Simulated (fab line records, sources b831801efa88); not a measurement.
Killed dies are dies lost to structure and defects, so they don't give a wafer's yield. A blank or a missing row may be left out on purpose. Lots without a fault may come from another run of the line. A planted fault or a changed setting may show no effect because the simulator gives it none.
fab line records | flow gf180mcu
record lots=5 wafers=15 last_day=33
route steps=602 shown PASSIVATION@591
lots that met no fault: from a run of the same line without faults
start_h: hours from the record's first day to the start of the lot's first wafer shown | wait_h: hours since the lot's step before | " the same as in the row above | L1.1+2: a row that stands for several wafers | - no value, or no start given | * or withheld: withheld | < > ~ a bound
route shown NAME@n: a module of which the file shows steps, and the number in the route of the first | usual: mean/standard deviation of fault-free wafers | same: alike in all rows | chamber/n: place in a boat | sites: the reading at each site | _std_site: their standard deviation | _edge_site: outer sites' mean less inner sites' | radius_mm: how far each site lies from the wafer's centre | mask NAME#n: copy n | behind: the tool/chamber that last shaped the wafer | hold: why the lot was held/for how many hours/how that ended | device: the transistor (n, p or np) that didn't switch | end of line: the same wafers' tests at the end of the route | a step without rows: its recipe alone | killed: dies lost to structure and defects at the first sort, not the wafer's yield | map: a wafer's dies, x killed, . not, _ none there
set.NAME: the setting as run; set.NAME@STEP: as run at that earlier step | model.NAME: the simulator's own value behind a step, which no gauge read
lots at some steps of the route; a table a step, a row a wafer
services: from which hour (start_h, from the record's first day; less than 0 if before it) a tool's chamber was out of use, for how many hours, and why
## steps
# step GF_PASSIVATION_DEHYDRATE_04
# recipe temp_c=200 time_s=60
# usual heater_power_total_W=160.38/0.13
# columns lot.wafer tool chamber start_h wait_h heater_power_total_W
L074.4 litho_track-01 0 661.67 9.0 160.59
L074.5 " 0 " " 160.31
L074.6 " 0 " " 160.24
L078.2 litho_track-01 0 692.72 8.7 160.29
L078.3 " 0 " " 160.44
L078.6 " 0 " " 160.35
L080.2 litho_track-03 0 702.87 8.8 160.39
L080.3 " 0 " " 160.42
L080.4 " 0 " " 160.20
L082.2 litho_track-01 0 716.87 8.8 160.33
L082.4 " 0 " " 160.35
L082.5 " 0 " " 160.38
L093.1 litho_track-01 0 784.04 6.8 160.36
L093.4 " 0 " " 160.31
L093.5 " 0 " " 160.19
# step GF_PASSIVATION_HMDS_05
# recipe prime_time_s=60 prime_temp_c=120
# columns lot.wafer tool chamber start_h wait_h
L074.4+5+6 litho_track-01 0 661.82 0.1
L078.2+3+6 litho_track-01 0 692.87 0.1
L080.2+3+4 litho_track-03 0 703.02 0.1
L082.2+4+5 litho_track-01 0 717.02 0.1
L093.1+4+5 litho_track-01 0 784.19 0.1
# step GF_PASSIVATION_COAT_06
# recipe spin_rpm=2000 resist_thk_nm=4000
# columns lot.wafer tool chamber start_h wait_h
L074.4+5+6 litho_track-01 0 661.97 0.1
L078.2+3+6 litho_track-01 0 693.02 0.1
L080.2+3+4 litho_track-03 0 703.17 0.1
L082.2+4+5 litho_track-01 0 717.17 0.1
L093.1+4+5 litho_track-01 0 784.34 0.1
# step GF_PASSIVATION_SOFTBAKE_07
# recipe temp_c=110 time_s=withheld
# usual heater_power_total_W=65.32/0.14
# columns lot.wafer tool chamber start_h wait_h heater_power_total_W
L074.4 litho_track-01 0 662.15 0.1 65.43
L074.5 " 0 " " 65.05
L074.6 " 0 " " 65.08
L078.2 litho_track-01 0 693.18 0.1 65.06
L078.3 " 0 " " 65.09
L078.6 " 0 " " 65.51
L080.2 litho_track-03 0 703.33 0.1 65.10
L080.3 " 0 " " 65.25
L080.4 " 0 " " 65.26
L082.2 litho_track-01 0 717.33 0.1 65.48
L082.4 " 0 " " 65.37
L082.5 " 0 " " 65.26
L093.1 litho_track-01 0 784.49 0.1 65.41
L093.4 " 0 " " 65.10
L093.5 " 0 " " 65.43
# step GF_PASSIVATION_EXPOSE_08
# recipe mask_id=Pad target_cd_nm=40000 na=0.57 dose_mj=310
# usual focus_offset_nm=0.0/0.5 reticle_temp_C=23.01/0.11
# columns lot.wafer tool chamber start_h wait_h mask focus_offset_nm reticle_temp_C
L074.4 iline_stepper-02 0 - - Pad#0 -0.2 23.12
L074.5 " 0 " " Pad#0 0.4 23.15
L074.6 " 0 " " Pad#0 0.1 23.24
L078.2 iline_stepper-02 0 - - Pad#0 0.4 22.98
L078.3 " 0 " " Pad#0 0.2 22.91
L078.6 " 0 " " Pad#0 -0.2 22.93
L080.2 iline_stepper-01 0 - - Pad#0 -0.3 22.98
L080.3 " 0 " " Pad#0 0.1 22.95
L080.4 " 0 " " Pad#0 -0.4 22.93
L082.2 iline_stepper-02 0 - - Pad#0 1.2 22.87
L082.4 " 0 " " Pad#0 0.2 22.84
L082.5 " 0 " " Pad#0 -0.1 22.88
L093.1 iline_stepper-01 0 - - Pad#0 -0.1 23.14
L093.4 " 0 " " Pad#0 0.2 23.02
L093.5 " 0 " " Pad#0 0.0 23.06
# step GF_PASSIVATION_PEB_09
# recipe temp_c=115 time_s=withheld
# usual heater_power_total_W=69.36/0.13
# columns lot.wafer tool chamber start_h wait_h heater_power_total_W
L074.4 litho_track-01 0 - - 69.55
L074.5 " 0 " " 69.27
L074.6 " 0 " " 69.40
L078.2 litho_track-02 0 - - 69.48
L078.3 " 0 " " 69.43
L078.6 " 0 " " 69.48
L080.2 litho_track-01 0 - - 69.40
L080.3 " 0 " " 69.47
L080.4 " 0 " " 69.48
L082.2 litho_track-01 0 - - 69.36
L082.4 " 0 " " 69.52
L082.5 " 0 " " 69.43
L093.1 litho_track-03 0 - - 69.16
L093.4 " 0 " " 69.15
L093.5 " 0 " " 69.54
# step GF_PASSIVATION_DEVELOP_10
# recipe develop_time_s=60 dev_temp_c=22.4
# columns lot.wafer tool chamber start_h wait_h
L074.4+5+6 litho_track-01 0 - -
L078.2+3+6 litho_track-02 0 - -
L080.2+3+4 litho_track-01 0 - -
L082.2+4+5 litho_track-01 0 - -
L093.1+4+5 litho_track-03 0 - -
# step GF_PASSIVATION_ETCH_11
# recipe chemistry=CF4/O2 target_depth_nm=2040 stop_on=TiN source_w=800 bias_w=150 pressure_mtorr=150 cf4_flow_sccm=80 O2_flow_sccm=10 time_s=453.3
# usual drypump_motor_current_A=5.9/0.43 oes_product_au=0.990/0.0083 rf_fwd_power_W=799.0/2.5 throttle_valve_pct=5.967/0.0098
# columns lot.wafer tool chamber start_h wait_h drypump_motor_current_A oes_product_au rf_fwd_power_W rf_hours_counter_h throttle_valve_pct
L074.4 rie_diel-03 0 671.55 - 5.7 0.998 798.8 14 5.970
L074.5 " 3 " " 5.8 0.987 795.6 - 5.978
L074.6 " 2 " " 5.2 0.992 800.2 - 5.979
L078.2 rie_diel-03 2 702.76 - 5.2 0.997 799.1 13 5.967
L078.3 " 1 " " 5.3 0.975 801.9 18 5.962
L078.6 " 0 " " 5.7 0.989 800.2 - 5.978
L080.2 rie_diel-04 2 712.40 - 6.2 1.002 797.0 39 5.970
L080.3 " 1 " " 5.9 0.998 803.3 4 5.975
L080.4 " 0 " " 6.7 0.993 799.2 16 5.969
L082.2 rie_diel-04 1 726.00 - 5.9 0.994 797.0 5 5.968
L082.4 " 0 " " 6.7 0.993 792.6 17 5.988
L082.5 " 1 " " 5.9 0.993 797.7 - 5.975
L093.1 rie_diel-04 2 792.54 - 6.2 0.993 800.3 44 5.972
L093.4 " 0 " " 6.6 1.000 799.4 20 5.983
L093.5 " 0 " " 6.6 0.999 801.4 - 5.974
# step GF_PASSIVATION_STRIP_12
# recipe chemistry=O2/N2 power_w=1400 pressure_mtorr=1500 platen_temp_c=250 o2_flow_sccm=3000 n2_flow_sccm=300 overash_fraction=0.5
# usual drypump_motor_current_A=5.6/0.38 heater_power_w=319/23 n2_flow_sccm=299.9/0.87 oes_product_au=0.719/0.005 strip_time_to_endpoint_s=32.9/0.38
# columns lot.wafer tool chamber start_h wait_h drypump_motor_current_A heater_power_w n2_flow_sccm oes_product_au rf_hours_counter_h strip_time_to_endpoint_s
L074.4 plasma_asher-04 1 671.85 0.2 6.1 343 298.4 0.712 - 32.8
L074.5 " 1 " " 6.1 359 298.5 0.725 - 33.0
L074.6 " 0 " " 5.4 338 298.7 0.718 - 32.8
L078.2 plasma_asher-02 1 703.03 0.1 4.8 318 299.9 0.723 28 32.7
L078.3 " 1 " " 4.8 325 300.4 0.726 - 33.5
L078.6 " 1 " " 4.8 316 299.8 0.714 - 33.0
L080.2 plasma_asher-03 0 712.66 0.1 5.7 314 300.4 0.710 58 32.5
L080.3 " 1 " " 5.6 282 300.2 0.720 - 32.8
L080.4 " 0 " " 5.7 318 300.7 0.722 - 32.7
L082.2 plasma_asher-03 1 726.26 0.1 5.6 284 300.6 0.724 60 32.9
L082.4 " 0 " " 5.6 309 300.7 0.719 - 32.8
L082.5 " 0 " " 5.7 321 300.3 0.727 - 32.8
L093.1 plasma_asher-04 1 792.81 0.1 6.1 338 300.3 0.716 5 32.5
L093.4 " 1 " " 6.1 342 299.3 0.725 - 32.5
L093.5 " 1 " " 6.1 351 299.9 0.719 - 32.4
# step GF_PASSIVATION_ANNEAL_13
# recipe temp_c=400 time_s=1800 ambient=N2/H2 idle_temp_c=300 ramp_up_c_per_min=10 ramp_down_c_per_min=3
# columns lot.wafer tool chamber start_h wait_h
L074.4+5+6 furnace-02 0 671.91 0.0
L078.2+3+6 furnace-02 0 703.13 0.1
L080.2+3+4 furnace-02 0 712.76 0.1
L082.2+4+5 furnace-02 0 726.36 0.1
L093.1+4+5 furnace-01 0 792.91 0.1
# step GF_PASSIVATION_BOW_MEAS_14
# recipe mode=bow
# usual PASSIVATION_BOW=139/11
# columns lot.wafer tool chamber start_h wait_h PASSIVATION_BOW[um]
L074.4 film_metro-02 - 673.47 0.1 148
L074.5 " - " " 147
L074.6 " - " " 140
L078.2 film_metro-01 - 704.65 0.0 155
L078.3 " - " " 155
L078.6 " - " " 150
L080.2 film_metro-04 - 714.28 0.0 134
L080.3 " - " " 135
L080.4 " - " " 140
L082.2 film_metro-02 - 727.88 0.0 142
L082.4 " - " " 121
L082.5 " - " " 126
L093.1 film_metro-01 - 794.41 0.0 164
L093.4 " - " " 163
L093.5 " - " " 167
## services
# columns tool chamber start_h hours kind
furnace-01 - 639.73 3.3 pm
furnace-01 - 648.13 4.5 pm
rie_diel-03 2 655.50 4.9 repair
furnace-02 - 681.96 5.1 pm
furnace-02 - 687.02 3.5 pm
iline_stepper-01 0 693.89 - calibration
iline_stepper-02 0 698.87 - calibration
plasma_asher-04 - 733.75 9.0 pm
plasma_asher-04 0 733.75 9.0 vent_cycle
plasma_asher-04 1 733.75 9.0 vent_cycle
plasma_asher-04 0 742.75 - clean
plasma_asher-04 1 742.75 - clean
iline_stepper-01 - 763.66 8.6 repair
iline_stepper-02 - 788.28 1.7 pm
## key
fault none
